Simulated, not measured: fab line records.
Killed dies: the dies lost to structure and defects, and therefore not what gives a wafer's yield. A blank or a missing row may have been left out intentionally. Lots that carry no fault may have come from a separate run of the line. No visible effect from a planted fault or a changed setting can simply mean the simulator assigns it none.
fab line records || flow sfq-line
record: {"lots": 6, "wafers": 18, "last-day": 85}
route steps=325 shown M2@88
lots with no fault: from the same line, run without faults
start-h: start of the lot's first displayed wafer, in hours after the record's first day || wait-h: how many hours have passed since the lot's step before this one || " as in the row above || L1.1+2: a single row standing in for several wafers || - no value, or no start given || * or withheld: withheld || < > ~ a bound
route shown NAME@n: NAME is a module with steps in the file, n the number in the route of the first one || usual: mean and standard deviation over wafers with no fault || same: alike in all rows || chamber/n: place in a boat || sites: per-site readings || _std_site: the standard deviation of these || _edge_site: the outer-site mean with the inner-site mean subtracted || radius-mm: how far each site lies from the wafer's centre || mask NAME#n: copy n || behind: the last tool/chamber to shape the wafer || hold: reason for holding the lot/hours on hold/outcome of the hold || device: whichever transistor did not switch (one of n, p or np) || end of line: tests of these same wafers at the route's end || for a step that has no rows: nothing shown but its recipe || killed: count of dies lost to structure and defects at first sort (not the wafer's yield) || map: per-die view of a wafer (x killed, . not killed, _ where there is no die)
set.NAME: the setting as run; set.NAME@STEP: as run at that earlier step || model.NAME: the simulator's own value behind a step, which no gauge read
lots at some steps of the route; a table a step, a row a wafer
services: the hour from which a tool's chamber was out of use, counted from the record's first day as start-h (under 0 if before that day), plus the number of hours and why
== steps ==
step: SFQ_TRILAYER_M2_DEP_PRE_CLEAN_056
recipe: {"gas": "Ar", "time-s": 22.5, "bias-v": 250}
step: SFQ_TRILAYER_M2_DEP_SPUTTER_055
recipe: {"material": "Nb", "base-pressure-pa": 1.33e-06, "chamber-pressure-pa": 0.1333, "substrate-temp-c": 20, "resputter-cathode-voltage-v": 400, "target-thk-nm": 200, "power-w": 2000, "time-s": 133.3}
usual: {"chamber-pressure-pa": "0.13332/0.00026", "throttle-valve-pct": "29.9/0.74"}
{"lot.wafer": "L131.1", "tool": "pvd-sputter-05", "chamber": "-", "start-h": 721.35, "wait-h": 0.0, "chamber-pressure-pa": 0.13284, "throttle-valve-pct": 31.7}
{"lot.wafer": "L131.2", "tool": "pvd-sputter-05", "chamber": "-", "start-h": 721.35, "wait-h": 0.0, "chamber-pressure-pa": 0.13347, "throttle-valve-pct": 30.0}
{"lot.wafer": "L131.6", "tool": "pvd-sputter-05", "chamber": "-", "start-h": 721.35, "wait-h": 0.0, "chamber-pressure-pa": 0.13299, "throttle-valve-pct": 31.4}
{"lot.wafer": "L137.4", "tool": "pvd-sputter-04", "chamber": "-", "start-h": 764.55, "wait-h": 0.0, "chamber-pressure-pa": 0.13346, "throttle-valve-pct": 30.7}
{"lot.wafer": "L137.5", "tool": "pvd-sputter-04", "chamber": "-", "start-h": 764.55, "wait-h": 0.0, "chamber-pressure-pa": 0.13333, "throttle-valve-pct": 29.0}
{"lot.wafer": "L137.6", "tool": "pvd-sputter-04", "chamber": "-", "start-h": 764.55, "wait-h": 0.0, "chamber-pressure-pa": 0.1332, "throttle-valve-pct": 29.7}
{"lot.wafer": "L140.1", "tool": "pvd-sputter-04", "chamber": "-", "start-h": 778.95, "wait-h": 0.0, "chamber-pressure-pa": 0.13363, "throttle-valve-pct": 29.7}
{"lot.wafer": "L140.3", "tool": "pvd-sputter-04", "chamber": "-", "start-h": 778.95, "wait-h": 0.0, "chamber-pressure-pa": 0.1324, "throttle-valve-pct": 30.5}
{"lot.wafer": "L140.5", "tool": "pvd-sputter-04", "chamber": "-", "start-h": 778.95, "wait-h": 0.0, "chamber-pressure-pa": 0.13289, "throttle-valve-pct": 30.6}
{"lot.wafer": "L147.1", "tool": "pvd-sputter-05", "chamber": "-", "start-h": 878.53, "wait-h": 0.0, "chamber-pressure-pa": 0.13325, "throttle-valve-pct": 29.4}
{"lot.wafer": "L147.3", "tool": "pvd-sputter-05", "chamber": "-", "start-h": 878.53, "wait-h": 0.0, "chamber-pressure-pa": 0.13345, "throttle-valve-pct": 29.6}
{"lot.wafer": "L147.5", "tool": "pvd-sputter-05", "chamber": "-", "start-h": 878.53, "wait-h": 0.0, "chamber-pressure-pa": 0.13329, "throttle-valve-pct": 31.6}
{"lot.wafer": "L149.4", "tool": "pvd-sputter-04", "chamber": "-", "start-h": 898.20, "wait-h": 0.0, "chamber-pressure-pa": 0.13341, "throttle-valve-pct": 29.8}
{"lot.wafer": "L149.5", "tool": "pvd-sputter-04", "chamber": "-", "start-h": 898.20, "wait-h": 0.0, "chamber-pressure-pa": 0.13329, "throttle-valve-pct": 30.4}
{"lot.wafer": "L149.6", "tool": "pvd-sputter-04", "chamber": "-", "start-h": 898.20, "wait-h": 0.0, "chamber-pressure-pa": 0.13308, "throttle-valve-pct": 28.8}
{"lot.wafer": "L150.1", "tool": "pvd-sputter-06", "chamber": "-", "start-h": 900.60, "wait-h": 0.0, "chamber-pressure-pa": 0.13334, "throttle-valve-pct": 29.2}
{"lot.wafer": "L150.4", "tool": "pvd-sputter-06", "chamber": "-", "start-h": 900.60, "wait-h": 0.0, "chamber-pressure-pa": 0.13321, "throttle-valve-pct": 29.3}
{"lot.wafer": "L150.5", "tool": "pvd-sputter-06", "chamber": "-", "start-h": 900.60, "wait-h": 0.0, "chamber-pressure-pa": 0.13317, "throttle-valve-pct": 29.8}
step: SFQ_M2_RS_MEAS_914
recipe: {"thk-meas-gauge": "four-point-probe", "reads": "Nb_of_TRILAYER_M2_DEP_SPUTTER_055"}
usual: {"M2_NB_RS": "0.889/0.0098"}
{"lot.wafer": "L131.1", "tool": "film-metro-04", "chamber": "-", "start-h": 721.44, "wait-h": 0.0, "M2_NB_RS[ohm/sq]": 0.884}
{"lot.wafer": "L131.2", "tool": "film-metro-04", "chamber": "-", "start-h": 721.44, "wait-h": 0.0, "M2_NB_RS[ohm/sq]": 0.879}
{"lot.wafer": "L131.6", "tool": "film-metro-04", "chamber": "-", "start-h": 721.44, "wait-h": 0.0, "M2_NB_RS[ohm/sq]": 0.881}
{"lot.wafer": "L137.4", "tool": "film-metro-04", "chamber": "-", "start-h": 764.70, "wait-h": 0.1, "M2_NB_RS[ohm/sq]": 0.897}
{"lot.wafer": "L137.5", "tool": "film-metro-04", "chamber": "-", "start-h": 764.70, "wait-h": 0.1, "M2_NB_RS[ohm/sq]": 0.900}
{"lot.wafer": "L137.6", "tool": "film-metro-04", "chamber": "-", "start-h": 764.70, "wait-h": 0.1, "M2_NB_RS[ohm/sq]": 0.882}
{"lot.wafer": "L140.1", "tool": "film-metro-04", "chamber": "-", "start-h": 779.04, "wait-h": 0.0, "M2_NB_RS[ohm/sq]": 0.869}
{"lot.wafer": "L140.3", "tool": "film-metro-04", "chamber": "-", "start-h": 779.04, "wait-h": 0.0, "M2_NB_RS[ohm/sq]": 0.891}
{"lot.wafer": "L140.5", "tool": "film-metro-04", "chamber": "-", "start-h": 779.04, "wait-h": 0.0, "M2_NB_RS[ohm/sq]": 0.899}
{"lot.wafer": "L147.1", "tool": "film-metro-03", "chamber": "-", "start-h": 878.62, "wait-h": 0.0, "M2_NB_RS[ohm/sq]": 0.880}
{"lot.wafer": "L147.3", "tool": "film-metro-03", "chamber": "-", "start-h": 878.62, "wait-h": 0.0, "M2_NB_RS[ohm/sq]": 0.896}
{"lot.wafer": "L147.5", "tool": "film-metro-03", "chamber": "-", "start-h": 878.62, "wait-h": 0.0, "M2_NB_RS[ohm/sq]": 0.884}
{"lot.wafer": "L149.4", "tool": "film-metro-04", "chamber": "-", "start-h": 898.36, "wait-h": 0.1, "M2_NB_RS[ohm/sq]": 0.871}
{"lot.wafer": "L149.5", "tool": "film-metro-04", "chamber": "-", "start-h": 898.36, "wait-h": 0.1, "M2_NB_RS[ohm/sq]": 0.888}
{"lot.wafer": "L149.6", "tool": "film-metro-04", "chamber": "-", "start-h": 898.36, "wait-h": 0.1, "M2_NB_RS[ohm/sq]": 0.882}
{"lot.wafer": "L150.1", "tool": "film-metro-04", "chamber": "-", "start-h": 900.69, "wait-h": 0.0, "M2_NB_RS[ohm/sq]": 0.876}
{"lot.wafer": "L150.4", "tool": "film-metro-04", "chamber": "-", "start-h": 900.69, "wait-h": 0.0, "M2_NB_RS[ohm/sq]": 0.891}
{"lot.wafer": "L150.5", "tool": "film-metro-04", "chamber": "-", "start-h": 900.69, "wait-h": 0.0, "M2_NB_RS[ohm/sq]": 0.880}
step: SFQ_TRILAYER_M2_LITHO_COAT_062
recipe: {"resist": "BARC", "spin-rpm": 3000, "resist-thk-nm": 62}
step: SFQ_TRILAYER_M2_LITHO_COAT_057
recipe: {"resist": "KrF", "spin-rpm": 3000, "resist-thk-nm": 600}
step: SFQ_TRILAYER_M2_LITHO_SOFTBAKE_061
recipe: {"temp-c": "withheld", "time-s": "withheld", "resist": "KrF"}
step: SFQ_TRILAYER_M2_LITHO_EXPOSE_058
recipe: {"mask-id": "M2", "na": 0.6, "source-shape": "conventional", "sigma-outer": 0.65, "target-cd-nm": 500, "dose-mj": 14.4}
step: SFQ_TRILAYER_M2_LITHO_PEB_060
recipe: {"peb-temp-c": 115, "peb-time-s": 60, "resist": "KrF"}
step: SFQ_TRILAYER_M2_LITHO_DEVELOP_059
recipe: {"time-s": 60, "resist": "KrF"}
step: SFQ_M2_OVL_MEAS_916
usual: {"M2_OVL": "-2/5.8"}
{"lot.wafer": "L131.1", "tool": "overlay-01", "chamber": "-", "start-h": 727.88, "wait-h": 0.1, "M2_OVL[nm]": 0}
{"lot.wafer": "L131.2", "tool": "overlay-01", "chamber": "-", "start-h": 727.88, "wait-h": 0.1, "M2_OVL[nm]": -8}
{"lot.wafer": "L131.6", "tool": "overlay-01", "chamber": "-", "start-h": 727.88, "wait-h": 0.1, "M2_OVL[nm]": -8}
{"lot.wafer": "L137.4", "tool": "overlay-01", "chamber": "-", "start-h": 767.51, "wait-h": 0.1, "M2_OVL[nm]": 6}
{"lot.wafer": "L137.5", "tool": "overlay-01", "chamber": "-", "start-h": 767.51, "wait-h": 0.1, "M2_OVL[nm]": -1}
{"lot.wafer": "L137.6", "tool": "overlay-01", "chamber": "-", "start-h": 767.51, "wait-h": 0.1, "M2_OVL[nm]": 5}
{"lot.wafer": "L140.1", "tool": "overlay-02", "chamber": "-", "start-h": 782.18, "wait-h": 0.1, "M2_OVL[nm]": -8}
{"lot.wafer": "L140.3", "tool": "overlay-02", "chamber": "-", "start-h": 782.18, "wait-h": 0.1, "M2_OVL[nm]": -5}
{"lot.wafer": "L140.5", "tool": "overlay-02", "chamber": "-", "start-h": 782.18, "wait-h": 0.1, "M2_OVL[nm]": -5}
{"lot.wafer": "L147.1", "tool": "overlay-02", "chamber": "-", "start-h": 998.35, "wait-h": 0.1, "M2_OVL[nm]": -9}
{"lot.wafer": "L147.3", "tool": "overlay-02", "chamber": "-", "start-h": 998.35, "wait-h": 0.1, "M2_OVL[nm]": -2}
{"lot.wafer": "L147.5", "tool": "overlay-02", "chamber": "-", "start-h": 998.35, "wait-h": 0.1, "M2_OVL[nm]": -3}
{"lot.wafer": "L149.4", "tool": "overlay-02", "chamber": "-", "start-h": 1023.57, "wait-h": 0.1, "M2_OVL[nm]": -2}
{"lot.wafer": "L149.5", "tool": "overlay-02", "chamber": "-", "start-h": 1023.57, "wait-h": 0.1, "M2_OVL[nm]": -1}
{"lot.wafer": "L149.6", "tool": "overlay-02", "chamber": "-", "start-h": 1023.57, "wait-h": 0.1, "M2_OVL[nm]": -3}
{"lot.wafer": "L150.1", "tool": "overlay-02", "chamber": "-", "start-h": 1027.15, "wait-h": 0.1, "M2_OVL[nm]": 4}
{"lot.wafer": "L150.4", "tool": "overlay-02", "chamber": "-", "start-h": 1027.15, "wait-h": 0.1, "M2_OVL[nm]": 2}
{"lot.wafer": "L150.5", "tool": "overlay-02", "chamber": "-", "start-h": 1027.15, "wait-h": 0.1, "M2_OVL[nm]": 7}
step: SFQ_TRILAYER_M2_BARC_OPEN_METAL_ETCH_077
recipe: {"mask-material": "PR", "chemistry": "O2", "target-depth-nm": 125, "target": "BARC", "icp-w": 600, "bias-w": 80, "pressure-mtorr": 10, "time-s": 41.7}
usual: {"drypump-motor-current-A": "5.90/0.29", "oes-product-au": "0.685/0.0053"}
{"lot.wafer": "L131.1", "tool": "rie-metal-01", "chamber": 1, "start-h": 727.91, "wait-h": 0.0, "drypump-motor-current-A": 5.96, "oes-product-au": 0.686, "rf-hours-counter-h": 97}
{"lot.wafer": "L131.2", "tool": "rie-metal-01", "chamber": 0, "start-h": 727.91, "wait-h": 0.0, "drypump-motor-current-A": 5.66, "oes-product-au": 0.685, "rf-hours-counter-h": 27}
{"lot.wafer": "L131.6", "tool": "rie-metal-01", "chamber": 1, "start-h": 727.91, "wait-h": 0.0, "drypump-motor-current-A": 5.96, "oes-product-au": 0.684, "rf-hours-counter-h": "-"}
{"lot.wafer": "L137.4", "tool": "rie-metal-01", "chamber": 0, "start-h": 767.55, "wait-h": 0.0, "drypump-motor-current-A": 5.65, "oes-product-au": 0.683, "rf-hours-counter-h": "-"}
{"lot.wafer": "L137.5", "tool": "rie-metal-01", "chamber": 0, "start-h": 767.55, "wait-h": 0.0, "drypump-motor-current-A": 5.66, "oes-product-au": 0.689, "rf-hours-counter-h": "-"}
{"lot.wafer": "L137.6", "tool": "rie-metal-01", "chamber": 1, "start-h": 767.55, "wait-h": 0.0, "drypump-motor-current-A": 5.98, "oes-product-au": 0.690, "rf-hours-counter-h": "-"}
{"lot.wafer": "L140.1", "tool": "rie-metal-01", "chamber": 0, "start-h": 782.21, "wait-h": 0.0, "drypump-motor-current-A": 5.65, "oes-product-au": 0.685, "rf-hours-counter-h": 39}
{"lot.wafer": "L140.3", "tool": "rie-metal-01", "chamber": 0, "start-h": 782.21, "wait-h": 0.0, "drypump-motor-current-A": 5.68, "oes-product-au": 0.683, "rf-hours-counter-h": "-"}
{"lot.wafer": "L140.5", "tool": "rie-metal-01", "chamber": 0, "start-h": 782.21, "wait-h": 0.0, "drypump-motor-current-A": 5.64, "oes-product-au": 0.678, "rf-hours-counter-h": "-"}
{"lot.wafer": "L147.1", "tool": "rie-metal-03", "chamber": 0, "start-h": 998.39, "wait-h": 0.0, "drypump-motor-current-A": 5.55, "oes-product-au": 0.684, "rf-hours-counter-h": 117}
{"lot.wafer": "L147.3", "tool": "rie-metal-03", "chamber": 1, "start-h": 998.39, "wait-h": 0.0, "drypump-motor-current-A": 6.08, "oes-product-au": 0.685, "rf-hours-counter-h": "-"}
{"lot.wafer": "L147.5", "tool": "rie-metal-03", "chamber": 1, "start-h": 998.39, "wait-h": 0.0, "drypump-motor-current-A": 6.07, "oes-product-au": 0.683, "rf-hours-counter-h": "-"}
{"lot.wafer": "L149.4", "tool": "rie-metal-02", "chamber": 0, "start-h": 1023.61, "wait-h": 0.0, "drypump-motor-current-A": 5.61, "oes-product-au": 0.682, "rf-hours-counter-h": "-"}
{"lot.wafer": "L149.5", "tool": "rie-metal-02", "chamber": 0, "start-h": 1023.61, "wait-h": 0.0, "drypump-motor-current-A": 5.61, "oes-product-au": 0.684, "rf-hours-counter-h": "-"}
{"lot.wafer": "L149.6", "tool": "rie-metal-02", "chamber": 1, "start-h": 1023.61, "wait-h": 0.0, "drypump-motor-current-A": 6.51, "oes-product-au": 0.681, "rf-hours-counter-h": "-"}
{"lot.wafer": "L150.1", "tool": "rie-metal-01", "chamber": 1, "start-h": 1027.19, "wait-h": 0.0, "drypump-motor-current-A": 5.97, "oes-product-au": 0.681, "rf-hours-counter-h": 28}
{"lot.wafer": "L150.4", "tool": "rie-metal-01", "chamber": 1, "start-h": 1027.19, "wait-h": 0.0, "drypump-motor-current-A": 5.96, "oes-product-au": 0.687, "rf-hours-counter-h": "-"}
{"lot.wafer": "L150.5", "tool": "rie-metal-01", "chamber": 1, "start-h": 1027.19, "wait-h": 0.0, "drypump-motor-current-A": 5.97, "oes-product-au": 0.692, "rf-hours-counter-h": "-"}
step: SFQ_TRILAYER_M2_ETCH_METAL_ETCH_060
recipe: {"target": "Nb", "stop-on": "SiO2", "mask-material": "PR", "chemistry": "Cl2/Ar", "target-depth-nm": 240, "icp-w": 600, "bias-w": 80, "pressure-mtorr": 10, "time-s": 120}
usual: {"drypump-motor-current-A": "5.90/0.29", "oes-product-au": "0.895/0.0077"}
{"lot.wafer": "L131.1", "tool": "rie-metal-01", "chamber": 1, "start-h": 727.97, "wait-h": 0.0, "drypump-motor-current-A": 6.00, "oes-product-au": 0.896, "rf-hours-counter-h": 97, "model.KrF_of_TRILAYER_M2_LITHO_COAT_057.thk-nm": 379.5}
{"lot.wafer": "L131.2", "tool": "rie-metal-01", "chamber": 0, "start-h": 727.97, "wait-h": 0.0, "drypump-motor-current-A": 5.70, "oes-product-au": 0.902, "rf-hours-counter-h": 27, "model.KrF_of_TRILAYER_M2_LITHO_COAT_057.thk-nm": 379.3}
{"lot.wafer": "L131.6", "tool": "rie-metal-01", "chamber": 1, "start-h": 727.97, "wait-h": 0.0, "drypump-motor-current-A": 5.99, "oes-product-au": 0.903, "rf-hours-counter-h": "-", "model.KrF_of_TRILAYER_M2_LITHO_COAT_057.thk-nm": 378.7}
{"lot.wafer": "L137.4", "tool": "rie-metal-01", "chamber": 0, "start-h": 767.63, "wait-h": 0.1, "drypump-motor-current-A": 5.65, "oes-product-au": 0.884, "rf-hours-counter-h": "-", "model.KrF_of_TRILAYER_M2_LITHO_COAT_057.thk-nm": 402.8}
{"lot.wafer": "L137.5", "tool": "rie-metal-01", "chamber": 0, "start-h": 767.63, "wait-h": 0.1, "drypump-motor-current-A": 5.67, "oes-product-au": 0.886, "rf-hours-counter-h": "-", "model.KrF_of_TRILAYER_M2_LITHO_COAT_057.thk-nm": 402.8}
{"lot.wafer": "L137.6", "tool": "rie-metal-01", "chamber": 1, "start-h": 767.63, "wait-h": 0.1, "drypump-motor-current-A": 5.98, "oes-product-au": 0.902, "rf-hours-counter-h": "-", "model.KrF_of_TRILAYER_M2_LITHO_COAT_057.thk-nm": 382.4}
{"lot.wafer": "L140.1", "tool": "rie-metal-01", "chamber": 0, "start-h": 782.27, "wait-h": 0.0, "drypump-motor-current-A": 5.67, "oes-product-au": 0.909, "rf-hours-counter-h": 39, "model.KrF_of_TRILAYER_M2_LITHO_COAT_057.thk-nm": 400.3}
{"lot.wafer": "L140.3", "tool": "rie-metal-01", "chamber": 0, "start-h": 782.27, "wait-h": 0.0, "drypump-motor-current-A": 5.66, "oes-product-au": 0.897, "rf-hours-counter-h": "-", "model.KrF_of_TRILAYER_M2_LITHO_COAT_057.thk-nm": 400.5}
{"lot.wafer": "L140.5", "tool": "rie-metal-01", "chamber": 0, "start-h": 782.27, "wait-h": 0.0, "drypump-motor-current-A": 5.67, "oes-product-au": 0.890, "rf-hours-counter-h": "-", "model.KrF_of_TRILAYER_M2_LITHO_COAT_057.thk-nm": 401.5}
{"lot.wafer": "L147.1", "tool": "rie-metal-03", "chamber": 0, "start-h": 998.45, "wait-h": 0.0, "drypump-motor-current-A": 5.59, "oes-product-au": 0.894, "rf-hours-counter-h": 117, "model.KrF_of_TRILAYER_M2_LITHO_COAT_057.thk-nm": 378.8}
{"lot.wafer": "L147.3", "tool": "rie-metal-03", "chamber": 1, "start-h": 998.45, "wait-h": 0.0, "drypump-motor-current-A": 6.13, "oes-product-au": 0.889, "rf-hours-counter-h": "-", "model.KrF_of_TRILAYER_M2_LITHO_COAT_057.thk-nm": 385.7}
{"lot.wafer": "L147.5", "tool": "rie-metal-03", "chamber": 1, "start-h": 998.45, "wait-h": 0.0, "drypump-motor-current-A": 6.11, "oes-product-au": 0.902, "rf-hours-counter-h": "-", "model.KrF_of_TRILAYER_M2_LITHO_COAT_057.thk-nm": 386.3}
{"lot.wafer": "L149.4", "tool": "rie-metal-02", "chamber": 0, "start-h": 1023.69, "wait-h": 0.1, "drypump-motor-current-A": 5.60, "oes-product-au": 0.910, "rf-hours-counter-h": "-", "model.KrF_of_TRILAYER_M2_LITHO_COAT_057.thk-nm": 381.8}
{"lot.wafer": "L149.5", "tool": "rie-metal-02", "chamber": 0, "start-h": 1023.69, "wait-h": 0.1, "drypump-motor-current-A": 5.57, "oes-product-au": 0.889, "rf-hours-counter-h": "-", "model.KrF_of_TRILAYER_M2_LITHO_COAT_057.thk-nm": 384.9}
{"lot.wafer": "L149.6", "tool": "rie-metal-02", "chamber": 1, "start-h": 1023.69, "wait-h": 0.1, "drypump-motor-current-A": 6.50, "oes-product-au": 0.893, "rf-hours-counter-h": "-", "model.KrF_of_TRILAYER_M2_LITHO_COAT_057.thk-nm": 381.8}
{"lot.wafer": "L150.1", "tool": "rie-metal-01", "chamber": 1, "start-h": 1027.31, "wait-h": 0.1, "drypump-motor-current-A": 5.96, "oes-product-au": 0.898, "rf-hours-counter-h": 28, "model.KrF_of_TRILAYER_M2_LITHO_COAT_057.thk-nm": 381.5}
{"lot.wafer": "L150.4", "tool": "rie-metal-01", "chamber": 1, "start-h": 1027.31, "wait-h": 0.1, "drypump-motor-current-A": 5.97, "oes-product-au": 0.894, "rf-hours-counter-h": "-", "model.KrF_of_TRILAYER_M2_LITHO_COAT_057.thk-nm": 381.1}
{"lot.wafer": "L150.5", "tool": "rie-metal-01", "chamber": 1, "start-h": 1027.31, "wait-h": 0.1, "drypump-motor-current-A": 5.98, "oes-product-au": 0.904, "rf-hours-counter-h": "-", "model.KrF_of_TRILAYER_M2_LITHO_COAT_057.thk-nm": 381.4}
step: SFQ_TRILAYER_M2_STRIP_STRIP_061
recipe: {"gas": "O2", "power-w": 200, "platen-temp-c": 40, "overash-fraction": 0.65, "chemistry": "O2", "pressure-mtorr": 50}
usual: {"drypump-motor-current-A": "5.90/0.29", "oes-product-au": "1.001/0.0068"}
{"lot.wafer": "L131.1", "tool": "rie-metal-01", "chamber": 1, "start-h": 728.10, "wait-h": 0.1, "drypump-motor-current-A": 5.94, "oes-product-au": 1.014, "rf-hours-counter-h": 97}
{"lot.wafer": "L131.2", "tool": "rie-metal-01", "chamber": 0, "start-h": 728.10, "wait-h": 0.1, "drypump-motor-current-A": 5.66, "oes-product-au": 0.998, "rf-hours-counter-h": 27}
{"lot.wafer": "L131.6", "tool": "rie-metal-01", "chamber": 1, "start-h": 728.10, "wait-h": 0.1, "drypump-motor-current-A": 5.95, "oes-product-au": 0.991, "rf-hours-counter-h": "-"}
{"lot.wafer": "L137.4", "tool": "rie-metal-01", "chamber": 0, "start-h": 767.91, "wait-h": 0.2, "drypump-motor-current-A": 5.69, "oes-product-au": 1.003, "rf-hours-counter-h": "-"}
{"lot.wafer": "L137.5", "tool": "rie-metal-01", "chamber": 0, "start-h": 767.91, "wait-h": 0.2, "drypump-motor-current-A": 5.66, "oes-product-au": 1.012, "rf-hours-counter-h": "-"}
{"lot.wafer": "L137.6", "tool": "rie-metal-01", "chamber": 1, "start-h": 767.91, "wait-h": 0.2, "drypump-motor-current-A": 5.96, "oes-product-au": 1.001, "rf-hours-counter-h": "-"}
{"lot.wafer": "L140.1", "tool": "rie-metal-01", "chamber": 0, "start-h": 782.40, "wait-h": 0.1, "drypump-motor-current-A": 5.65, "oes-product-au": 0.988, "rf-hours-counter-h": 39}
{"lot.wafer": "L140.3", "tool": "rie-metal-01", "chamber": 0, "start-h": 782.40, "wait-h": 0.1, "drypump-motor-current-A": 5.64, "oes-product-au": 0.998, "rf-hours-counter-h": "-"}
{"lot.wafer": "L140.5", "tool": "rie-metal-01", "chamber": 0, "start-h": 782.40, "wait-h": 0.1, "drypump-motor-current-A": 5.65, "oes-product-au": 0.987, "rf-hours-counter-h": "-"}
{"lot.wafer": "L147.1", "tool": "rie-metal-03", "chamber": 0, "start-h": 998.57, "wait-h": 0.1, "drypump-motor-current-A": 5.61, "oes-product-au": 1.003, "rf-hours-counter-h": 117}
{"lot.wafer": "L147.3", "tool": "rie-metal-03", "chamber": 1, "start-h": 998.57, "wait-h": 0.1, "drypump-motor-current-A": 6.17, "oes-product-au": 0.981, "rf-hours-counter-h": "-"}
{"lot.wafer": "L147.5", "tool": "rie-metal-03", "chamber": 1, "start-h": 998.57, "wait-h": 0.1, "drypump-motor-current-A": 6.16, "oes-product-au": 0.999, "rf-hours-counter-h": "-"}
{"lot.wafer": "L149.4", "tool": "rie-metal-02", "chamber": 0, "start-h": 1023.97, "wait-h": 0.2, "drypump-motor-current-A": 5.57, "oes-product-au": 1.002, "rf-hours-counter-h": "-"}
{"lot.wafer": "L149.5", "tool": "rie-metal-02", "chamber": 0, "start-h": 1023.97, "wait-h": 0.2, "drypump-motor-current-A": 5.58, "oes-product-au": 0.988, "rf-hours-counter-h": "-"}
{"lot.wafer": "L149.6", "tool": "rie-metal-02", "chamber": 1, "start-h": 1023.97, "wait-h": 0.2, "drypump-motor-current-A": 6.49, "oes-product-au": 1.001, "rf-hours-counter-h": "-"}
{"lot.wafer": "L150.1", "tool": "rie-metal-01", "chamber": 1, "start-h": 1027.56, "wait-h": 0.2, "drypump-motor-current-A": 5.95, "oes-product-au": 0.999, "rf-hours-counter-h": 29}
{"lot.wafer": "L150.4", "tool": "rie-metal-01", "chamber": 1, "start-h": 1027.56, "wait-h": 0.2, "drypump-motor-current-A": 5.95, "oes-product-au": 1.000, "rf-hours-counter-h": "-"}
{"lot.wafer": "L150.5", "tool": "rie-metal-01", "chamber": 1, "start-h": 1027.56, "wait-h": 0.2, "drypump-motor-current-A": 5.95, "oes-product-au": 1.002, "rf-hours-counter-h": "-"}
== services ==
{"tool": "rie-metal-02", "chamber": "-", "start-h": 738.85, "hours": 1.7, "kind": "repair"}
{"tool": "rie-metal-01", "chamber": "-", "start-h": 752.54, "hours": 0.2, "kind": "repair"}
{"tool": "rie-metal-01", "chamber": 1, "start-h": 758.46, "hours": 3.1, "kind": "repair"}
{"tool": "pvd-sputter-06", "chamber": 1, "start-h": 769.83, "hours": "-", "kind": "consumable-replace:kit"}
{"tool": "pvd-sputter-06", "chamber": 1, "start-h": 769.83, "hours": 18.0, "kind": "scheduled-down"}
{"tool": "pvd-sputter-06", "chamber": "-", "start-h": 790.01, "hours": 3.2, "kind": "repair"}
{"tool": "pvd-sputter-06", "chamber": "-", "start-h": 806.21, "hours": 7.1, "kind": "repair"}
{"tool": "rie-metal-02", "chamber": "-", "start-h": 812.13, "hours": 2.8, "kind": "pm"}
{"tool": "pvd-sputter-06", "chamber": "-", "start-h": 812.60, "hours": 2.7, "kind": "repair"}
{"tool": "pvd-sputter-05", "chamber": "-", "start-h": 812.79, "hours": 3.7, "kind": "repair"}
{"tool": "rie-metal-01", "chamber": "-", "start-h": 885.37, "hours": 2.8, "kind": "pm"}
{"tool": "rie-metal-02", "chamber": "-", "start-h": 891.60, "hours": 14.6, "kind": "pm"}
{"tool": "rie-metal-01", "chamber": 1, "start-h": 912.54, "hours": "-", "kind": "clean"}
{"tool": "rie-metal-01", "chamber": 1, "start-h": 912.54, "hours": 24.4, "kind": "scheduled-down"}
{"tool": "rie-metal-01", "chamber": 1, "start-h": 912.54, "hours": 24.4, "kind": "vent-cycle"}
{"tool": "rie-metal-02", "chamber": 0, "start-h": 930.69, "hours": 5.6, "kind": "repair"}
{"tool": "rie-metal-01", "chamber": 0, "start-h": 931.22, "hours": 189.0, "kind": "repair"}
{"tool": "rie-metal-03", "chamber": "-", "start-h": 994.66, "hours": 2.8, "kind": "pm"}
{"tool": "pvd-sputter-04", "chamber": "-", "start-h": 1004.11, "hours": 4.9, "kind": "repair"}
{"tool": "rie-metal-03", "chamber": 0, "start-h": 1009.15, "hours": 10.0, "kind": "repair"}
{"tool": "pvd-sputter-06", "chamber": "-", "start-h": 1010.02, "hours": 2.4, "kind": "repair"}
{"tool": "pvd-sputter-05", "chamber": 0, "start-h": 1020.90, "hours": "-", "kind": "consumable-replace:kit"}
{"tool": "pvd-sputter-05", "chamber": 0, "start-h": 1020.90, "hours": 18.0, "kind": "scheduled-down"}
{"tool": "pvd-sputter-05", "chamber": 0, "start-h": 1020.90, "hours": 18.0, "kind": "vent-cycle"}
== key ==
first-sign none at tools or gauges
model-effect: {"step": "SFQ_TRILAYER_M2_ETCH_METAL_ETCH_060", "value": "KrF_of_TRILAYER_M2_LITHO_COAT_057.thk-nm", "without": 379.8, "struck": 401.6}
met-at SFQ_TRILAYER_M2_ETCH_METAL_ETCH_060
struck-wafers L137.4,L137.5,L140.1,L140.3,L140.5
onset-between 727.97 767.63
fault: {"kind": "process-parameter-drift", "tool": "rie-metal-01", "chamber": 0, "onset-h": 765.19, "steps": "SFQ_TRILAYER_M2_ETCH_METAL_ETCH_060", "channel": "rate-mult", "offset": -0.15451, "shape": "step", "end-h": 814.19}
